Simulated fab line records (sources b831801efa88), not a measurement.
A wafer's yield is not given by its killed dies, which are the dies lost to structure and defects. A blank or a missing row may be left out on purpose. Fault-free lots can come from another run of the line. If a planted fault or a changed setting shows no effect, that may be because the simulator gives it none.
fab line records | flow sky130 | part 2 of 2: steps 26 to 34 of 34
record lots=5 wafers=15 lastDay=49
route steps=708 shown CONTACT@421 METAL1@434
lots with no fault: from the same line, run without faults
startH: the number of hours between the record's first day and the start of the first shown wafer of the lot | waitH: how many hours have passed since the lot's step before this one | " unchanged from the row above | L1.1+2: one row covering several wafers at once | - either no value or no given start | * or withheld: withheld | < > ~ a bound
route shown NAME@n: NAME is a module with steps in the file, n the number in the route of the first one | usual: mean and standard deviation over wafers with no fault | same: alike in all rows | chamber/n: place in a boat | sites: per-site readings | _std_site: their standard deviation | _edge_site: outer sites' mean less inner sites' | radiusMm: how far each site lies from the wafer's centre | mask NAME#n: copy n | behind: the last tool/chamber to shape the wafer | hold: cause of the lot's hold/its duration in hours/its outcome | device: transistor that didn't switch, given as n, p or np | end of line: tests of these same wafers at the route's end | a step with no rows: only its recipe | killed: count of dies lost to structure and defects at first sort (not the wafer's yield) | map: per-die view of a wafer (x killed, . not killed, _ where there is no die)
set.NAME: the setting as run; set.NAME@STEP: as run at that earlier step | model.NAME: the simulator's own value behind a step, which no gauge read
a table for each step, a row for each wafer; lots at some steps of the route
services: when a tool's chamber went out of use (startH, in hours from the record's first day, below 0 if earlier), for how many hours, and the reason
## steps
# step SKY_METAL1_EXPOSE_12
# recipe maskId=MM1 na=0.8 sourceShape=annular sigmaInner=0.55 sigmaOuter=0.85 targetCdNm=140 doseMj=28
# columns lot.wafer tool chamber startH waitH mask
L074.4+5+6 krfScanner-02 0 - - MM1#0
L075.1+2+4 krfScanner-02 0 - - MM1#0
L085.1+2+5 krfScanner-01 0 - - MM1#0
L087.2+4+5 krfScanner-02 0 - - MM1#0
L093.1+2+5 krfScanner-01 0 - - MM1#0
# step SKY_METAL1_PEB_13
# recipe pebTempC=withheld pebTimeS=withheld resist=KrF-thick
# columns lot.wafer tool chamber startH waitH
L074.4+5+6 lithoTrack-03 0 - -
L075.1+2+4 lithoTrack-02 0 - -
L085.1+2+5 lithoTrack-02 0 - -
L087.2+4+5 lithoTrack-01 0 - -
L093.1+2+5 lithoTrack-03 0 - -
# step SKY_METAL1_DEVELOP_14
# recipe developTimeS=60 resist=KrF-thick devTempC=21
# columns lot.wafer tool chamber startH waitH
L074.4+5+6 lithoTrack-03 0 - -
L075.1+2+4 lithoTrack-02 0 - -
L085.1+2+5 lithoTrack-02 0 - -
L087.2+4+5 lithoTrack-01 0 - -
L093.1+2+5 lithoTrack-03 0 - -
# step SKY_METAL1_CD_MEAS_15
# recipe targetCdNm=140
# usual cdNm=140.3/1.6
# columns lot.wafer tool chamber startH waitH cdNm
L074.4 cdSem-02 - 760.25 - 139.4
L074.5 " - " " 138.9
L074.6 " - " " 139.7
L075.1 cdSem-02 - 766.67 - 138.8
L075.2 " - " " 137.9
L075.4 " - " " 137.5
L085.1 cdSem-02 - 849.07 - 140.0
L085.2 " - " " 139.1
L085.5 " - " " 141.2
L087.2 cdSem-02 - 862.26 - 140.5
L087.4 " - " " 139.4
L087.5 " - " " 140.9
L093.1 cdSem-02 - 905.44 - 141.5
L093.2 " - " " 139.3
L093.5 " - " " 140.8
# step SKY_METAL1_OVL_MEAS_16
# usual METAL1_OVL=3/5.9
# columns lot.wafer tool chamber startH waitH METAL1_OVL[nm]
L074.4 overlay-01 - 760.33 0.1 5
L074.5 " - " " 1
L074.6 " - " " 3
L075.1 overlay-01 - 766.79 0.1 -3
L075.2 " - " " -4
L075.4 " - " " -8
L085.1 overlay-01 - 849.19 0.1 2
L085.2 " - " " 7
L085.5 " - " " -3
L087.2 overlay-01 - 862.37 0.1 -3
L087.4 " - " " -2
L087.5 " - " " 7
L093.1 overlay-01 - 905.56 0.1 0
L093.2 " - " " -5
L093.5 " - " " 2
# step SKY_METAL1_DESCUM_17
# recipe chemistry=O2 sourcePowerW=150 biasPowerW=0 pressureMtorr=10 tempC=40 timeS=8
# usual drypumpMotorCurrentA=5.8/0.32 oesProductAu=1.004/0.0086
# columns lot.wafer tool chamber startH waitH drypumpMotorCurrentA oesProductAu rfHoursCounterH
L074.4 rieMetal-02 1 760.35 0.0 5.9 0.998 -
L074.5 " 1 " " 5.9 1.009 -
L074.6 " 0 " " 5.9 1.010 -
L075.1 rieMetal-04 1 766.83 0.0 6.4 1.013 1
L075.2 " 0 " " 5.4 1.001 15
L075.4 " 1 " " 6.3 1.007 -
L085.1 rieMetal-02 1 849.23 0.0 6.0 1.024 6
L085.2 " 0 " " 5.9 1.001 16
L085.5 " 1 " " 6.0 1.010 -
L087.2 rieMetal-03 1 862.40 0.0 5.6 1.006 6
L087.4 " 0 " " 5.6 0.999 -
L087.5 " 1 " " 5.6 0.994 -
L093.1 rieMetal-02 1 905.60 0.0 6.0 1.000 9
L093.2 " 0 " " 5.9 1.005 0
L093.5 " 1 " " 6.0 1.010 -
# step SKY_METAL1_ETCH_18
# recipe chemistry=N2/H2 target=BARC ionEnergyEv=200 biasW=100 pressureMtorr=30 n2FlowSccm=100 h2FlowSccm=200 icpW=500 stopOn=SiO2 timeS=45.9 targetDepthA=600
# usual biasW=99.95/0.27 drypumpMotorCurrentA=5.8/0.33 oesProductAu=0.855/0.0043 throttleValvePct=13.227/0.0083
# columns lot.wafer tool chamber startH waitH biasW drypumpMotorCurrentA oesProductAu rfHoursCounterH throttleValvePct
L074.4 rieMetal-02 1 760.40 0.0 99.99 6.0 0.857 - 13.226
L074.5 " 1 " " 100.21 6.0 0.851 - 13.239
L074.6 " 0 " " 99.70 5.9 0.860 - 13.225
L075.1 rieMetal-04 1 766.86 0.0 99.47 6.4 0.851 1 13.218
L075.2 " 0 " " 99.51 5.4 0.857 15 13.243
L075.4 " 1 " " 100.07 6.4 0.851 - 13.216
L085.1 rieMetal-02 1 849.26 0.0 99.56 6.0 0.855 6 13.229
L085.2 " 0 " " 100.14 5.9 0.858 16 13.221
L085.5 " 1 " " 99.65 6.0 0.865 - 13.231
L087.2 rieMetal-03 1 862.43 0.0 100.13 5.6 0.852 6 13.221
L087.4 " 0 " " 100.39 5.6 0.859 - 13.226
L087.5 " 1 " " 99.86 5.6 0.848 - 13.225
L093.1 rieMetal-02 1 905.63 0.0 99.63 5.9 0.854 9 13.212
L093.2 " 0 " " 100.14 5.9 0.852 0 13.230
L093.5 " 1 " " 99.82 6.0 0.850 - 13.230
# step SKY_METAL1_METAL_ETCH_19
# recipe targetDepthA=3600 stopOn=SiO2 overEtchFrac=0.3 timeS=78 chemistry=Cl2/BCl3 resistSidewallDeg=88 pressureMtorr=10 icpW=900 biasW=48.5 Cl2_flow_sccm=60 bcl3FlowSccm=30
# usual biasW=48.50/0.15 drypumpMotorCurrentA=5.8/0.32 oesProductAu=0.856/0.006 throttleValvePct=22.262/0.0094
# columns lot.wafer tool chamber startH waitH biasW drypumpMotorCurrentA oesProductAu rfHoursCounterH throttleValvePct
L074.4 rieMetal-02 1 760.47 0.1 48.48 6.0 0.862 - 22.262
L074.5 " 1 " " 48.52 6.0 0.860 - 22.274
L074.6 " 0 " " 48.68 5.9 0.857 - 22.270
L075.1 rieMetal-04 1 766.92 0.0 48.51 6.4 0.856 1 22.271
L075.2 " 0 " " 48.64 5.4 0.847 15 22.238
L075.4 " 1 " " 48.62 6.3 0.857 - 22.251
L085.1 rieMetal-02 1 849.32 0.0 48.56 5.9 0.854 6 22.267
L085.2 " 0 " " 48.31 5.9 0.858 16 22.271
L085.5 " 1 " " 48.55 5.9 0.856 - 22.257
L087.2 rieMetal-03 1 862.49 0.0 48.34 5.6 0.866 6 22.257
L087.4 " 0 " " 48.41 5.6 0.844 - 22.257
L087.5 " 1 " " 48.55 5.6 0.862 - 22.256
L093.1 rieMetal-02 1 905.69 0.0 48.69 5.9 0.864 10 22.258
L093.2 " 0 " " 48.57 5.9 0.867 1 22.274
L093.5 " 1 " " 48.42 6.0 0.862 - 22.240
# step SKY_METAL1_STRIP_20
# recipe chemistry=O2/N2 powerW=1400 pressureMtorr=1500 platenTempC=withheld o2FlowSccm=3000 n2FlowSccm=300 overashFraction=0.5
# usual drypumpMotorCurrentA=5.5/0.38 oesProductAu=0.343/0.0049 stripTimeToEndpointS=2.68/0.037
# columns lot.wafer tool chamber startH waitH drypumpMotorCurrentA oesProductAu rfHoursCounterH stripTimeToEndpointS
L074.4 plasmaAsher-01 1 760.56 0.1 5.6 0.345 - 2.72
L074.5 " 0 " " 5.2 0.345 - 2.71
L074.6 " 1 " " 5.5 0.346 - 2.74
L075.1 plasmaAsher-04 0 767.01 0.1 6.1 0.339 89 2.66
L075.2 " 1 " " 5.6 0.343 89 2.73
L075.4 " 0 " " 6.1 0.346 - 2.64
L085.1 plasmaAsher-04 0 849.41 0.1 6.1 0.346 98 2.64
L085.2 " 1 " " 5.7 0.343 98 2.71
L085.5 " 0 " " 6.1 0.340 - 2.62
L087.2 plasmaAsher-03 0 862.58 0.1 5.5 0.343 76 2.71
L087.4 " 0 " " 5.5 0.338 - 2.70
L087.5 " 0 " " 5.4 0.341 - 2.68
L093.1 plasmaAsher-01 0 905.78 0.1 5.1 0.341 48 2.64
L093.2 " 1 " " 5.6 0.337 48 2.61
L093.5 " 0 " " 5.2 0.340 - 2.63
## services
# columns tool chamber startH hours kind
rieDiel-04 - 708.68 0.3 repair
krfScanner-02 - 714.10 0.4 repair
rieMetal-02 - 714.13 1.3 repair
rieMetal-03 0 719.70 21.4 repair
wetBench-03 - 722.55 1.8 repair
rieDiel-02 1 725.74 7.4 repair
cvdW-02 1 731.05 10.9 repair
rieDiel-04 1 732.00 4.7 repair
pvdSputter-04 - 732.53 12.1 repair
pvdSputter-03 - 736.49 4.8 repair
plasmaAsher-04 - 739.16 1.3 repair
plasmaAsher-03 - 756.18 14.6 pm
pvdSputter-04 - 808.60 3.7 repair
pvdSputter-02 - 814.32 2.1 repair
plasmaAsher-04 - 817.59 1.6 repair
rieMetal-02 0 828.38 16.2 repair
plasmaAsher-04 - 839.36 3.5 repair
rieMetal-02 0 858.57 7.4 repair
pvdSputter-02 - 870.27 2.4 repair
pvdSputter-04 - 872.23 7.8 repair
wetBench-01 - 878.10 1.0 repair
pvdSputter-04 - 879.08 1.4 repair
rieDiel-02 1 887.22 10.5 repair
plasmaAsher-03 - 889.01 2.0 repair
